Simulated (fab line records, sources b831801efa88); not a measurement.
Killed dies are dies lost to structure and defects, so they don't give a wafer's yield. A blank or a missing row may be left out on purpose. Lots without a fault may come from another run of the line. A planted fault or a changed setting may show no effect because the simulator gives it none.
A struck lot beside a sound one | flow sfq_line | 14 steps out of a route of 325
Sound: wafers L788.1, L788.4, L788.6. Struck: wafers L791.3, L791.5, L791.6. The cause comes at the end.
At each step with rows: each side's tool, then ch and its chambers, then its first start. Under that, the readings that differ: sound wafers | struck wafers | difference of the means | sigmas: that difference in standard deviations of wafers without a fault.
alike: readings whose means differ by less than 2 such deviations, and words and numbers that are the same on both sides. not compared: withheld readings, readings that some wafer has no value for, bounds like >300 that may hide the same value, and numbers for which the record gives no deviation and whose values overlap.
The two part at a step that has a row with sigmas, a row that says differs or no value, or rows on one side only. Numbers that don't overlap but have no deviation are shown without sigmas and don't part them. A reading that every wafer of one side lacks parts them only if that side has two wafers or more.

SFQ_INCOMING_BOW_MEAS_900:
  sound on film_metro-04, day 1 15:00; struck on film_metro-03, day 2 06:02
  alike: INCOMING_BOW
then, 1 step without rows for these wafers: SFQ_TRILAYER_INCOMING_OXIDATION_002 (target thk 500 nm, ox time 4939 s).
SFQ_TRILAYER_L0_DEP_SPUTTER_003: material MoNx KI, target thk 40 nm, time 102.5 s.
  sound on pvd_sputter-06, day 1 17:29; struck on pvd_sputter-05, day 2 08:44
  alike: cathode_dc_power_W, throttle_valve_pct
SFQ_L0_RS_MEAS_901: measures by four-point-probe.
  sound on film_metro-01, day 1 17:34; struck on film_metro-04, day 2 08:50
  reading                | sound          | struck         | difference | sigmas
  L0_MONX_KI_RS (ohm/sq) | 42.8 42.9 42.3 | 21.3 21.2 21.1 | -21.5      | -51
SFQ_L0_THK_MEAS_902: measures by xrf.
  sound on film_metro-01, day 1 17:41; struck on film_metro-04, day 2 08:56
  reading             | sound          | struck         | difference | sigmas
  L0_MONX_KI_THK (nm) | 40.9 40.9 41.4 | 82.4 82.8 82.9 | +41.6      | +91
then, 6 steps without rows for these wafers: SFQ_TRILAYER_L0_LITHO_COAT_010 (resist thk 62 nm); SFQ_TRILAYER_L0_LITHO_COAT_005 (resist thk 600 nm); SFQ_TRILAYER_L0_LITHO_SOFTBAKE_009; SFQ_TRILAYER_L0_LITHO_EXPOSE_006 (exposes mask L0, target cd 2000 nm); SFQ_TRILAYER_L0_LITHO_PEB_008 (peb time 60 s); SFQ_TRILAYER_L0_LITHO_DEVELOP_007 (time 60 s).
-- the record jumps here: 2 days lie between the struck wafers' starts before and after --
SFQ_TRILAYER_L0_BARC_OPEN_METAL_ETCH_010: etches BARC in O2, target depth 125 nm, time 41.7 s.
  sound on rie_metal-02 ch 0,1, day 4 04:58; struck on rie_metal-04 ch 0,1, day 4 09:47
  alike: drypump_motor_current_A, oes_product_au
  not compared: rf_hours_counter_h
SFQ_TRILAYER_L0_ETCH_METAL_ETCH_008: etches MoNx KI in SF6/O2, stops on SiO2, target depth 50 nm, time 25 s.
  sound on rie_metal-02 ch 0,1, day 4 05:02; struck on rie_metal-04 ch 0,1, day 4 09:51
  reading                        | sound             | struck            | difference | sigmas
  oes_product_au (a.u.)          | 0.885 0.881 0.888 | 1.010 0.993 1.003 | +0.117     | +18
  model.etch.depth_nm (nm)       | 40.57 40.65 41.2  | 50.37 49.56 50.17 | +9.23      |
  model.L0.feature_depth_nm (nm) | 40.57 40.65 41.2  | 50.37 49.56 50.17 | +9.23      |
  alike: drypump_motor_current_A
  not compared: rf_hours_counter_h
SFQ_TRILAYER_L0_STRIP_STRIP_009: strips in O2.
  sound on rie_metal-02 ch 0,1, day 4 05:05; struck on rie_metal-04 ch 0,1, day 4 10:05
  alike: drypump_motor_current_A, oes_product_au
  not compared: rf_hours_counter_h

WHERE THEY PART
First at SFQ_L0_RS_MEAS_901; last, within this record, at SFQ_TRILAYER_L0_ETCH_METAL_ETCH_008. Later steps at which nothing parts them and some readings are alike: SFQ_TRILAYER_L0_STRIP_STRIP_009.

WHY: what the simulator had put in
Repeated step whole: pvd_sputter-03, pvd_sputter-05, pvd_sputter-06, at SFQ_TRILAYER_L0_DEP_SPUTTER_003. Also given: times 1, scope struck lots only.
